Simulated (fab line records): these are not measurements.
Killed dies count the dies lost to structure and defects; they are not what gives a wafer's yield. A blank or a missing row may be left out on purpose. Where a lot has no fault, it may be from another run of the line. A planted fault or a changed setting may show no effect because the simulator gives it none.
Matching of chambers / flow gf180mcu / GF_CONTACT_CMP_27 on cmp-02 has 4 sister chambers
The step polishes, stops on SiO2, t overpolish 15 s, target thk 0 nm. 18 wafers are shown with their chamber, then 9 later ones without.

== WAFERS PAIRED WITH THEIR CHAMBERS ==
wafer=L823.3; chamber=3; motor_current_A (A)=10.8; slurry_filter_dp_kPa (kPa)=13.49
wafer=L823.5; chamber=3; motor_current_A (A)=10.8; slurry_filter_dp_kPa (kPa)=13.39
wafer=L823.6; chamber=2; motor_current_A (A)=10.2; slurry_filter_dp_kPa (kPa)=13.41
wafer=L824.1; chamber=3; motor_current_A (A)=11.2; slurry_filter_dp_kPa (kPa)=13.59
wafer=L824.3; chamber=1; motor_current_A (A)=12.4; slurry_filter_dp_kPa (kPa)=13.44
wafer=L824.5; chamber=3; motor_current_A (A)=10.7; slurry_filter_dp_kPa (kPa)=13.34
wafer=L828.1; chamber=0; motor_current_A (A)=9.5; slurry_filter_dp_kPa (kPa)=13.64
wafer=L828.2; chamber=1; motor_current_A (A)=12.3; slurry_filter_dp_kPa (kPa)=13.42
wafer=L828.4; chamber=3; motor_current_A (A)=10.8; slurry_filter_dp_kPa (kPa)=13.33
wafer=L833.1; chamber=1; motor_current_A (A)=12.2; slurry_filter_dp_kPa (kPa)=13.68
wafer=L833.2; chamber=3; motor_current_A (A)=10.0; slurry_filter_dp_kPa (kPa)=13.59
wafer=L833.5; chamber=0; motor_current_A (A)=9.9; slurry_filter_dp_kPa (kPa)=13.73
wafer=L834.1; chamber=2; motor_current_A (A)=10.8; slurry_filter_dp_kPa (kPa)=13.57
wafer=L834.4; chamber=1; motor_current_A (A)=12.2; slurry_filter_dp_kPa (kPa)=13.47
wafer=L834.5; chamber=1; motor_current_A (A)=12.7; slurry_filter_dp_kPa (kPa)=13.46
wafer=L836.1; chamber=1; motor_current_A (A)=12.7; slurry_filter_dp_kPa (kPa)=13.62
wafer=L836.2; chamber=3; motor_current_A (A)=10.9; slurry_filter_dp_kPa (kPa)=13.57
wafer=L836.5; chamber=0; motor_current_A (A)=9.2; slurry_filter_dp_kPa (kPa)=13.60

SIGNATURES (means of the wafers above)
reading=motor_current_A; chamber 0=9.533; chamber 1=12.417; chamber 2=10.500; chamber 3=10.743; scatter within a chamber=0.326
reading=slurry_filter_dp_kPa; chamber 0=13.6567; chamber 1=13.5150; chamber 2=13.4900; chamber 3=13.4714; scatter within a chamber=0.107
Rule: distance of a wafer from a chamber = root of the sum over the readings of ((wafer's reading minus chamber's mean) / reading's scatter) squared. If the next closest chamber is less than 2 further off than the closest, the wafer can't be placed; otherwise it belongs to the closest. How the scatter is found: for the shown wafers, subtract from each reading the mean of its chamber, square and add these, divide the total by (wafers less chambers), then take the root.

== WAFERS WITHOUT THEIR CHAMBER ==
wafer=L837.2; motor_current_A (A)=11.0; slurry_filter_dp_kPa (kPa)=13.48
wafer=L837.3; motor_current_A (A)=10.2; slurry_filter_dp_kPa (kPa)=13.31
wafer=L837.6; motor_current_A (A)=9.8; slurry_filter_dp_kPa (kPa)=13.33
wafer=L841.2; motor_current_A (A)=11.8; slurry_filter_dp_kPa (kPa)=13.70
wafer=L841.4; motor_current_A (A)=10.7; slurry_filter_dp_kPa (kPa)=13.65
wafer=L841.5; motor_current_A (A)=10.7; slurry_filter_dp_kPa (kPa)=13.54
wafer=L843.2; motor_current_A (A)=8.7; slurry_filter_dp_kPa (kPa)=13.32
wafer=L843.3; motor_current_A (A)=10.6; slurry_filter_dp_kPa (kPa)=13.49
wafer=L843.4; motor_current_A (A)=12.1; slurry_filter_dp_kPa (kPa)=13.42

== THE CHAMBER EACH PASSED THROUGH ==
wafer=L837.2; from the rows above=can't be placed: 3 or 2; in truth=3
wafer=L837.3; from the rows above=can't be placed: 2 or 3 or 0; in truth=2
wafer=L837.6; from the rows above=can't be placed: 2 or 0 or 3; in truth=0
wafer=L841.2; from the rows above=can't be placed: 1 or 3 or 2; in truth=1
wafer=L841.4; from the rows above=can't be placed: 2 or 3 or 0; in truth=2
wafer=L841.5; from the rows above=can't be placed: 3 or 2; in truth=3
wafer=L843.2; from the rows above=can't be placed: 0 or 2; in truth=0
wafer=L843.3; from the rows above=can't be placed: 2 or 3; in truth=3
wafer=L843.4; from the rows above=1; in truth=1
Correct placement for 1 of the 9. Unplaceable from these rows: 8, with the true chamber sitting among the candidates in 8. 0 placed wrongly.
